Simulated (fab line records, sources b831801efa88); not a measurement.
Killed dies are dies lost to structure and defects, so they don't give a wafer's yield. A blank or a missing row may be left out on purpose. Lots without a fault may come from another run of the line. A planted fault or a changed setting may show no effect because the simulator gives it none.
A struck lot beside a sound one | flow sky130 | 15 steps out of a route of 708
Sound: wafers L547.1, L547.2, L547.5. Struck: wafers L556.2, L556.3, L556.6. The cause comes at the end.
At each step with rows: each side's tool, then ch and its chambers, then its first start. Under that, the readings that differ: sound wafers | struck wafers | difference of the means | sigmas: that difference in standard deviations of wafers without a fault.
alike: readings whose means differ by less than 2 such deviations, and words and numbers that are the same on both sides. not compared: withheld readings, readings that some wafer has no value for, bounds like >300 that may hide the same value, and numbers for which the record gives no deviation and whose values overlap.
The two part at a step that has a row with sigmas, a row that says differs or no value, or rows on one side only. Numbers that don't overlap but have no deviation are shown without sigmas and don't part them. A reading that every wafer of one side lacks parts them only if that side has two wafers or more.

SKY_VIA3_STRIP_16: strips in O2/N2.
  sound on plasma_asher-03 ch 0,1, day 41 22:02; struck on plasma_asher-03 ch 0, day 44 05:34
  alike: drypump_motor_current_A, oes_product_au, strip_time_to_endpoint_s
  not compared: rf_hours_counter_h
then, 5 steps without rows for these wafers: SKY_VIA3_STRIP_17 (strips in post etch residue remover, time 1200 s); SKY_VIA3_CLEAN_18 (cleans in IPA, time 180 s); SKY_VIA3_CLEAN_19 (cleans in O3/DIW); SKY_VIA3_SPUTTER_20 (material TiN, target thk 20 nm, time 80 s); SKY_VIA3_CVD_21 (deposits W, target thk 390 nm, time 117.31 s).
SKY_VIA3_RS_MEAS_22: measures by four-point-probe.
  sound on film_metro-01, day 41 22:51; struck on film_metro-01, day 44 06:22
  alike: VIA3_W_RS
SKY_VIA3_THK_MEAS_23: measures by xrf.
  sound on film_metro-01, day 41 22:58; struck on film_metro-01, day 44 06:28
  alike: VIA3_W_THK
SKY_VIA3_CMP_24: polishes, stops on SiO2, t overpolish 20 s, target thk 0 nm.
  sound on cmp-02 ch 1,2, day 41 23:02; struck on cmp-02 ch 0,1, day 44 07:04
  reading                 | sound             | struck            | difference | sigmas
  head_pressure_psi (psi) | 3.489 3.485 3.498 | 3.511 3.508 3.506 | +0.018     | +2
  alike: motor_current_A, overpolish_run_s, time_to_endpoint_s
SKY_METAL4_SPUTTER_00: material Ti, target thk 15 nm, time 10 s.
  sound on pvd_sputter-01, day 41 23:20; struck on pvd_sputter-03, day 44 07:22
  alike: cathode_dc_power_W, chamber_pressure_pa, throttle_valve_pct
SKY_METAL4_SPUTTER_01: material TiN, target thk 20 nm, time 16.32 s.
  sound on pvd_sputter-01, day 41 23:21; struck on pvd_sputter-03, day 44 07:23
  alike: cathode_dc_power_W, chamber_pressure_pa, throttle_valve_pct
then, 1 step without rows for these wafers: SKY_METAL4_SPUTTER_02 (material AlCu, target thk 735 nm, time 39.1 s).
SKY_METAL4_SPUTTER_03: material Ti, target thk 5 nm, time 3.3 s.
  sound on pvd_sputter-01, day 41 23:25; struck on pvd_sputter-03, day 44 07:28
  no value came back on the struck wafers for cathode_dc_power_W (W), chamber_pressure_pa (Pa), throttle_valve_pct (%), time_s (s); on the sound wafers cathode_dc_power_W (W) reads 3000.9 3000.3 3000.4
SKY_METAL4_SPUTTER_04: material TiN, target thk 70 nm, time 58.3 s.
  sound on pvd_sputter-01, day 41 23:26; struck on pvd_sputter-03, day 44 07:29
  alike: cathode_dc_power_W, chamber_pressure_pa, throttle_valve_pct
-- the record jumps here: 5 days lie between the struck wafers' starts before and after (it left off in module METAL4 and takes up again in module PAD_OPEN, whose first step shown is number 708 of the route) --
SKY_PAD_OPEN_PROBE_99:
  sound on prober-01, day 47 17:58; struck on prober-01, day 49 14:05
  reading                       | sound                | struck               | difference | sigmas
  model.etest.via4_chain.rc_ohm | 0.7935 0.8113 0.7994 | 0.9393 0.9061 0.9579 | +0.1330    |
  alike: defect_limited_yield, killed_at_M0_to_M3, killed_at_M4_up, killed_at_contacts, killed_at_front_end, killed_at_other, killed_dies, killed_open, killed_short, sort_bin_3_pad_short, sort_bin_5_function, sort_bin_6_memory, sort_n_pass, sort_yield_pct

WHERE THEY PART
First at SKY_VIA3_CMP_24; last, within this record, at SKY_METAL4_SPUTTER_03. Later steps at which nothing parts them and some readings are alike: SKY_METAL4_SPUTTER_04, SKY_PAD_OPEN_PROBE_99.

WHY: what the simulator had put in
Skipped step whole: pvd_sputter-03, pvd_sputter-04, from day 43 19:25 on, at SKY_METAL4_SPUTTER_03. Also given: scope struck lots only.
